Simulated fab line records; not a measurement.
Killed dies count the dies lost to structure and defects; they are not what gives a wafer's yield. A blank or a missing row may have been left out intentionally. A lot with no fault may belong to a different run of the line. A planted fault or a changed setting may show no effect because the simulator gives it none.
Chamber matching + flow sky130 + cmp-01 running SKY_LI_CONTACT_CMP_24: 4 sister chambers
The step polishes, stops on PSG, t overpolish 20 s, target thk 0 nm. 16 wafers are shown with their chamber, then 8 later ones without.

== WAFERS, EACH WITH ITS CHAMBER ==
| wafer  | chamber | motor current A (A) | time to endpoint s (s) | overpolish run s (s) |
|--------|---------|---------------------|------------------------|----------------------|
| L089.1 | 0       | 10.8                | 97                     | 20.007               |
| L089.2 | 2       | 10.7                | 97                     | 19.989               |
| L089.3 | 3       | 11.7                | 89                     | 20.004               |
| L089.4 | 1       | 10.3                | 92                     | 19.998               |
| L089.5 | 3       | 11.5                | 90                     | 20.000               |
| L089.6 | 0       | 10.2                | 94                     | 19.999               |
| L091.1 | 2       | 10.5                | 97                     | 19.990               |
| L091.2 | 1       | 10.3                | 90                     | 19.997               |
| L091.3 | 0       | 10.9                | 95                     | 20.010               |
| L091.4 | 3       | 11.2                | 90                     | 20.004               |
| L091.5 | 2       | 10.6                | 99                     | 19.999               |
| L091.6 | 3       | 11.8                | 91                     | 19.992               |
| L094.1 | 0       | 10.8                | 93                     | 19.987               |
| L094.2 | 2       | 10.5                | 95                     | 20.021               |
| L094.3 | 3       | 10.7                | 87                     | 19.998               |
| L094.4 | 1       | 10.2                | 95                     | 20.008               |

SIGNATURES (averages over the wafers above)
| reading            | chamber 0 | chamber 1 | chamber 2 | chamber 3 | scatter within a chamber |
|--------------------|-----------|-----------|-----------|-----------|--------------------------|
| motor current A    | 10.675    | 10.267    | 10.575    | 11.380    | 0.307                    |
| time to endpoint s | 94.75     | 92.33     | 97.00     | 89.40     | 1.79                     |
| overpolish run s   | 20.00075  | 20.00100  | 19.99975  | 19.99960  | 0.0098                   |
Rule: for each reading, subtract the chamber's mean from the wafer's reading, divide by that reading's scatter and square the result; add these up over the readings and take the root, which gives the wafer's distance from the chamber. If the next closest chamber is less than 2 further off than the closest, the wafer can't be placed; otherwise it belongs to the closest. The scatter: the root of (the sum of the squares of (reading less its chamber's mean) over the shown wafers, divided by (wafers less chambers)).

== WAFERS WITH NO CHAMBER GIVEN ==
| wafer  | motor current A (A) | time to endpoint s (s) | overpolish run s (s) |
|--------|---------------------|------------------------|----------------------|
| L094.5 | 10.4                | 94                     | 20.007               |
| L094.6 | 10.7                | 98                     | 19.995               |
| L095.1 | 10.3                | 97                     | 20.001               |
| L095.2 | 10.9                | 96                     | 20.008               |
| L095.3 | 11.6                | 92                     | 19.986               |
| L095.4 | 10.4                | 93                     | 19.999               |
| L095.5 | 10.4                | 94                     | 19.985               |
| L095.6 | 10.6                | 92                     | 20.001               |

== WHICH CHAMBER EACH ONE RAN IN ==
| wafer  | from the rows above               | in truth |
|--------|-----------------------------------|----------|
| L094.5 | can't be placed: 0 or 1 or 2      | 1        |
| L094.6 | can't be placed: 2 or 0           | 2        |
| L095.1 | can't be placed: 2 or 0 or 1      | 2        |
| L095.2 | can't be placed: 0 or 2 or 1      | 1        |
| L095.3 | can't be placed: 3 or 0           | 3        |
| L095.4 | can't be placed: 1 or 0 or 2      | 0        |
| L095.5 | can't be placed: 0 or 1 or 2      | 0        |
| L095.6 | can't be placed: 1 or 0 or 2 or 3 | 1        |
Correct placement for 0 of the 8. From these rows, 8 cannot be placed; in 8 the true chamber is one of the candidates. Number placed wrongly: 0.
